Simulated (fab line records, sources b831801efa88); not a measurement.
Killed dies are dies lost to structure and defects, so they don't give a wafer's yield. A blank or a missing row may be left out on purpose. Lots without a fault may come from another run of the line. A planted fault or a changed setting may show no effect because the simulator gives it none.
One fault seen from 2 desks | flow sky130 | each desk has only its own numbers; what lay behind them comes last

THE METROLOGY DESK
What the gauges read, lot by lot, whatever tool the lot ran on: means of the sampled wafers that have a number. A lot is out of limits, marked OUT, if its mean lies more than 4 standard deviations from the usual mean; the brackets give that distance.
Columns: A = LOCAL_INTERCONNECT_TIN_THK at SKY_LOCAL_INTERCONNECT_THK_MEAS_02, usual 100.1 nm
lot  | first seen here | A
L295 | day 28 16:40    | 99.9
L296 | day 28 18:31    | 100.0
L297 | day 29 09:49    | 101.3
L298 | day 29 17:12    | 101.0
L299 | day 30 00:23    | 100.1
L300 | day 30 19:46    | 100.4
L304 | day 31 21:38    | 99.5
L307 | day 32 20:31    | 98.9
L306 | day 33 00:18    | 99.9
L310 | day 33 23:46    | 99.6
L314 | day 36 22:39    | 99.3
L318 | day 36 22:43    | 99.7
L316 | day 37 06:20    | 100.2
This desk's finding: nothing out of limits on any of the 13 lots.

THE TOOL OWNER'S DESK: litho_track-03
The tool's own readings at SKY_LOCAL_INTERCONNECT_SOFTBAKE_07 (time 90 s): means of the sampled wafers that have a number, for each lot that ran on this tool. A lot is out of limits, marked OUT, if its mean lies more than 4 standard deviations from the usual mean; the brackets give that distance.
Columns: A = heater_power_total_W at SKY_LOCAL_INTERCONNECT_SOFTBAKE_07, usual 57.36 W; B = run_length_s at SKY_LOCAL_INTERCONNECT_SOFTBAKE_07, usual 119.25 s
lot  | first seen here | A                | B
L300 | day 31 09:00    | 57.34            | 119.58
L310 | day 34 12:00    | 57.25            | 119.37
L314 | day 37 11:00    | 57.94 (+5.3) OUT | 116.47 (-14) OUT
L316 | day 37 18:00    | 58.01 (+5.9) OUT | 116.53 (-14) OUT
This desk's finding: out of limits on L314, L316; first on L314, day 37 11:00 (heater_power_total_W at SKY_LOCAL_INTERCONNECT_SOFTBAKE_07). In limits: L300, L310.

PUT TOGETHER
The tool owner's desk could have raised an alarm at day 37 11:00, on L314, L316.
The metrology desk saw nothing out of limits.
The metrology desk has L314, L316 on record, within its limits.
Of the lots named, all ran SKY_LOCAL_INTERCONNECT_SOFTBAKE_07 on litho_track-03.

WHAT THE SIMULATOR HAD PUT IN
Process parameter drift: litho_track-03, from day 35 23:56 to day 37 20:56, at SKY_LOCAL_INTERCONNECT_SOFTBAKE_07. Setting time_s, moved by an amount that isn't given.
Lots struck among those shown: L314, L316.
Hours from the fault's start to each desk's first reading out of limits: the tool owner's desk, 35.
